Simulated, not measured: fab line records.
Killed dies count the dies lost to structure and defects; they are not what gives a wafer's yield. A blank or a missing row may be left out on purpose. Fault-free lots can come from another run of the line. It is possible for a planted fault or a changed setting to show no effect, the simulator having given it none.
Struck lot and sound lot, side by side ; flow sfq_line ; 17 steps out of a route of 325
Sound: these wafers, L233.3, L233.4, L233.6. The struck wafers were L249.1, L249.3, L249.6. The cause is named last.
At each step with rows: each side's tool, then ch and its chambers, then its first start. Under that, the readings that differ: sound wafers ; struck wafers ; difference of the means ; sigmas: that difference in standard deviations of wafers without a fault.
alike: words and numbers the same on both sides, and readings whose means are apart by under 2 such deviations; not compared: readings that were withheld, readings missing a value for some wafer, numbers with overlapping values and no deviation given by the record, and bounds like >300 which may hide the same value.
A row with sigmas, a row that says differs or no value, or rows on one side alone: a step with any of these is where the two part. Non-overlapping numbers with no deviation appear without sigmas and do not part them. A reading missing from all wafers of one side parts the sides only when that side holds two or more wafers.

first, 4 steps without rows for these wafers: SFQ_TRILAYER_I5_LITHO_SOFTBAKE_148; SFQ_TRILAYER_I5_LITHO_EXPOSE_145 (exposes mask I5, target cd 700 nm); SFQ_TRILAYER_I5_LITHO_PEB_147 (peb time 60 s); SFQ_TRILAYER_I5_LITHO_DEVELOP_146 (time 60 s).
SFQ_I5_OVL_MEAS_936:
  sound: overlay-01 at day 59 06:43; struck: overlay-02 at day 69 10:26
  alike: I5_OVL
SFQ_TRILAYER_I5_BARC_OPEN_VIA_ETCH_200: etches BARC in O2, target depth 125 nm, time 41.7 s.
  sound on rie_diel-01 ch 0,1,2, day 59 06:44; struck on rie_diel-04 ch 0,2, day 69 10:29
  alike: chamber_pressure_mTorr, drypump_motor_current_A, oes_product_au
  not compared: rf_hours_counter_h
SFQ_TRILAYER_I5_ETCH_VIA_ETCH_147: etches the open film in CHF3, stops on Nb, target depth 360 nm.
  sound on rie_diel-01 ch 0,1,2, day 59 06:46; struck on rie_diel-04 ch 0,2, day 69 10:31
  alike: chamber_pressure_mTorr, drypump_motor_current_A, oes_product_au
SFQ_TRILAYER_I5_STRIP_STRIP_148: strips in O2.
  sound on rie_metal-01 ch 0,1, day 59 07:07; struck on rie_metal-03 ch 1, day 69 10:40
  alike: chamber_pressure_mTorr, drypump_motor_current_A, oes_product_au
  not compared: rf_hours_counter_h
then, 4 steps without rows for these wafers: SFQ_TRILAYER_I5_STRIP_SOLV_CLEAN_149 (cleans in NMP, time 600 s); SFQ_TRILAYER_C5_LITHO_COAT_156 (resist thk 62 nm); SFQ_TRILAYER_C5_LITHO_COAT_151 (resist thk 656.7 nm); SFQ_TRILAYER_C5_LITHO_SOFTBAKE_155.
-- the record jumps here: 3 days lie between the struck wafers' starts before and after --
SFQ_TRILAYER_C5_LITHO_EXPOSE_152: exposes mask C5, target cd 500 nm.
  sound on krf_scanner-02 ch 0, day 63 23:30; struck on krf_scanner-01 ch 0, day 72 16:47
reading;sound;struck;difference;sigmas
model.C5.overlay_x_nm (nm);4.055 4.055 4.055;92.46 92.46 92.46;+88.41;
  alike: mask
then, 2 steps without rows for these wafers: SFQ_TRILAYER_C5_LITHO_PEB_154 (peb time 60 s); SFQ_TRILAYER_C5_LITHO_DEVELOP_153 (time 60 s).
SFQ_C5_OVL_MEAS_937:
  sound: overlay-02 at day 64 00:37; struck: overlay-01 at day 72 18:17
reading;sound;struck;difference;sigmas
C5_OVL (nm);6 1 8;90 93 92;+87;+16
SFQ_TRILAYER_C5_BARC_OPEN_VIA_ETCH_210: etches BARC in O2, target depth 125 nm, time 41.7 s.
  sound on rie_diel-02 ch 0,1,3, day 64 00:38; struck on rie_diel-02 ch 1,2, day 72 18:20
  alike: chamber_pressure_mTorr, drypump_motor_current_A, oes_product_au
  not compared: rf_hours_counter_h

WHERE THEY PART
Only at SFQ_C5_OVL_MEAS_937, within this record. Later steps at which nothing parts them and some readings are alike: SFQ_TRILAYER_C5_BARC_OPEN_VIA_ETCH_210.

WHY: whatever the simulator had introduced
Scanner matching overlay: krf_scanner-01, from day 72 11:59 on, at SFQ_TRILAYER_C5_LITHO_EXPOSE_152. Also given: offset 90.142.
